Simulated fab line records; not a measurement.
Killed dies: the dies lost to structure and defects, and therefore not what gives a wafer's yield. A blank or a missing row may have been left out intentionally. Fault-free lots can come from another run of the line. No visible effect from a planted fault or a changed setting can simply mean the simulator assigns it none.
8D (eight disciplines) problem report, filled in by code + flow gf180mcu + the parts of the form that need people (team, actions taken, sign-off) are left out

1. THE PROBLEM
Wafers without a fault read 133.0 s, standard deviation 0.4; runLengthS at GF_M3_METAL_ETCH_16 reads a mean of 126.5 s on 6 wafers belonging to 2 lots. Relative to the usual mean, that is a shift of -16 standard deviations.
The step: etches the open film in Cl2/BCl3, stops on SiO2, target depth 627.5 nm, time 104.6 s.
First observed at day 27 17:02: wafer L307.1, on rieMetal-02. The record has a number at this step for 18 wafers belonging to 6 lots. By rule, "out" or "out of limits" means more than 4 standard deviations away from the usual mean. Any other wafer with a number is counted as sound.

2. WHAT IT IS; WHAT IT IS NOT
| question                    | is                       | is not                                                                   |
|-----------------------------|--------------------------|--------------------------------------------------------------------------|
| which readings at this step | runLengthS, oesProductAu | drypumpMotorCurrentA                                                     |
| which lots                  | L307, L310               | L290, L304, L309, L311                                                   |
| which wafers of those lots  | all that have a number   | -                                                                        |
| read on which tools         | rieMetal-02              | rieMetal-04                                                              |
| when                        | from day 27 17:02        | up to then (6 sound wafers); but 6 sound wafers of L309, L311 came after |

3. WHAT RULES OUT EACH SUSPECT
Counting: a tool stays on the suspect list if, at a process step up to the reading, it processed all lots that are out and no sound lot following the first of them.
- pvdSputter-03 at GF_M3_SPUTTER_04 (material TiN, target thk 50 nm, time 41.7 s): ruled out as a lasting fault. Sound lots L309 ran on it after its first lot that is out, L307 (day 26 21:08).
- rieMetal-02 at GF_M3_METAL_ETCH_16 (etches the open film in Cl2/BCl3, stops on SiO2, target depth 627.5 nm, time 104.6 s): kept. It ran every lot that is out, first L307 (day 27 17:02), and no sound lot after that; its last sound lot up to then is L304 (day 26 15:50). Its own readings are out on those wafers: oesProductAu, runLengthS.
Left after counting: rieMetal-02 at GF_M3_METAL_ETCH_16.

4. THE CAUSE (what the simulator had put in)
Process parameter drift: rieMetal-02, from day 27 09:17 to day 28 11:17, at GF_M3_METAL_ETCH_16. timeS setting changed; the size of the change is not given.
Only this tool survived the counting.

5. THE CHAIN OF EFFECTS, in route order
One row per reading whose mean, taken over the struck wafers that have a number, lies over 3 standard deviations from the usual. Only readings for which the record gives a usual standard deviation are gone through. hours: the time from each lot's start at the first step in this table that gives one to its start at this step, as a median over the lots. sigmas: the change in usual standard deviations.
| hours | step                | reading          | usual      | on struck wafers | change | sigmas |
|-------|---------------------|------------------|------------|------------------|--------|--------|
| 0     | GF_M3_METAL_ETCH_16 | oesProductAu     | 0.971 a.u. | 1.015            | +0.044 | +7.8   |
| 0     | GF_M3_METAL_ETCH_16 | runLengthS       | 133.0 s    | 126.5            | -6.5   | -16    |
| 0     | GF_M3_METAL_ETCH_16 | throttleValvePct | 28.251 %   | 28.201           | -0.050 | -4.1   |
Process steps it contains:
- GF_M3_METAL_ETCH_16: etches the open film in Cl2/BCl3, stops on SiO2, target depth 627.5 nm, time 104.6 s.
Readings that are blank on the struck wafers while sound wafers have them: rfFwdPowerW at GF_M3_METAL_ETCH_16.

6. WHAT WOULD HAVE CAUGHT IT SOONER
In this record the first reading out of limits was taken at day 27 17:02, 8 hours after the fault began at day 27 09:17.
